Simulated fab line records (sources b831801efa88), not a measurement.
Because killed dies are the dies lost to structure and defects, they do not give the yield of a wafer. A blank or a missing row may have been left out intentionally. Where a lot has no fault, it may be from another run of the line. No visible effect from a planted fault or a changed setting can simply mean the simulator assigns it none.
Chamber matching / flow sky130 / 4 sister chambers for SKY_POLY_GATE_ETCH_17 on rie_si-02
The step etches poly-Si in HBr/Cl2, stops on SiO2, target depth 180 nm, time 70.5 s. 14 wafers are shown with their chamber, then 7 later ones without.

== WAFERS PAIRED WITH THEIR CHAMBERS ==
wafer=L538.1; chamber=1; drypump_motor_current_A (A)=6.0; oes_product_au (a.u.)=0.973; throttle_valve_pct (%)=33.683
wafer=L538.2; chamber=3; drypump_motor_current_A (A)=5.5; oes_product_au (a.u.)=0.986; throttle_valve_pct (%)=33.699
wafer=L538.4; chamber=3; drypump_motor_current_A (A)=5.5; oes_product_au (a.u.)=0.990; throttle_valve_pct (%)=33.672
wafer=L539.3; chamber=1; drypump_motor_current_A (A)=6.0; oes_product_au (a.u.)=0.977; throttle_valve_pct (%)=33.679
wafer=L539.4; chamber=0; drypump_motor_current_A (A)=5.5; oes_product_au (a.u.)=0.982; throttle_valve_pct (%)=33.681
wafer=L539.5; chamber=3; drypump_motor_current_A (A)=5.5; oes_product_au (a.u.)=0.992; throttle_valve_pct (%)=33.688
wafer=L545.1; chamber=2; drypump_motor_current_A (A)=6.0; oes_product_au (a.u.)=0.978; throttle_valve_pct (%)=33.679
wafer=L545.2; chamber=1; drypump_motor_current_A (A)=6.0; oes_product_au (a.u.)=0.989; throttle_valve_pct (%)=33.688
wafer=L545.3; chamber=0; drypump_motor_current_A (A)=5.5; oes_product_au (a.u.)=0.982; throttle_valve_pct (%)=33.672
wafer=L548.1; chamber=3; drypump_motor_current_A (A)=5.5; oes_product_au (a.u.)=0.977; throttle_valve_pct (%)=33.696
wafer=L548.4; chamber=2; drypump_motor_current_A (A)=6.0; oes_product_au (a.u.)=0.979; throttle_valve_pct (%)=33.676
wafer=L548.6; chamber=2; drypump_motor_current_A (A)=6.0; oes_product_au (a.u.)=0.972; throttle_valve_pct (%)=33.691
wafer=L551.2; chamber=2; drypump_motor_current_A (A)=6.0; oes_product_au (a.u.)=0.982; throttle_valve_pct (%)=33.669
wafer=L551.3; chamber=0; drypump_motor_current_A (A)=5.4; oes_product_au (a.u.)=0.974; throttle_valve_pct (%)=33.689

SIGNATURES, as means of the wafers listed above
reading=drypump_motor_current_A; chamber 0=5.467; chamber 1=6.000; chamber 2=6.000; chamber 3=5.500; scatter within a chamber=0.0258
reading=oes_product_au; chamber 0=0.97933; chamber 1=0.97967; chamber 2=0.97775; chamber 3=0.98625; scatter within a chamber=0.00606
reading=throttle_valve_pct; chamber 0=33.68067; chamber 1=33.68333; chamber 2=33.67875; chamber 3=33.68875; scatter within a chamber=0.00936
Rule: a wafer's distance from a chamber is the root of the sum, over the readings, of the square of ((its reading less the chamber's mean) divided by the reading's scatter). The wafer belongs to the nearest chamber; if the next one is less than 2 further off, it can't be placed. The scatter: the root of (the sum of the squares of (reading less its chamber's mean) over the shown wafers, divided by (wafers less chambers)).

== WAFERS MISSING THEIR CHAMBER ==
wafer=L551.5; drypump_motor_current_A (A)=6.0; oes_product_au (a.u.)=0.978; throttle_valve_pct (%)=33.688
wafer=L557.2; drypump_motor_current_A (A)=6.0; oes_product_au (a.u.)=0.973; throttle_valve_pct (%)=33.686
wafer=L557.3; drypump_motor_current_A (A)=5.5; oes_product_au (a.u.)=0.976; throttle_valve_pct (%)=33.683
wafer=L557.4; drypump_motor_current_A (A)=6.0; oes_product_au (a.u.)=0.980; throttle_valve_pct (%)=33.686
wafer=L559.1; drypump_motor_current_A (A)=5.4; oes_product_au (a.u.)=0.982; throttle_valve_pct (%)=33.698
wafer=L559.3; drypump_motor_current_A (A)=5.5; oes_product_au (a.u.)=0.964; throttle_valve_pct (%)=33.670
wafer=L559.4; drypump_motor_current_A (A)=6.0; oes_product_au (a.u.)=0.982; throttle_valve_pct (%)=33.667

== WHICH CHAMBER EACH ONE RAN IN ==
wafer=L551.5; from the rows above=can't be placed: 1 or 2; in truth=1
wafer=L557.2; from the rows above=can't be placed: 2 or 1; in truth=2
wafer=L557.3; from the rows above=can't be placed: 0 or 3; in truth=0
wafer=L557.4; from the rows above=can't be placed: 1 or 2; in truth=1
wafer=L559.1; from the rows above=can't be placed: 0 or 3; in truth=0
wafer=L559.3; from the rows above=can't be placed: 0 or 3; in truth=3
wafer=L559.4; from the rows above=can't be placed: 2 or 1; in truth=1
0 of 7 placed correctly. Cannot be placed on the basis of these rows: 7; the candidates contain the true chamber in 7. Wrongly placed: 0.
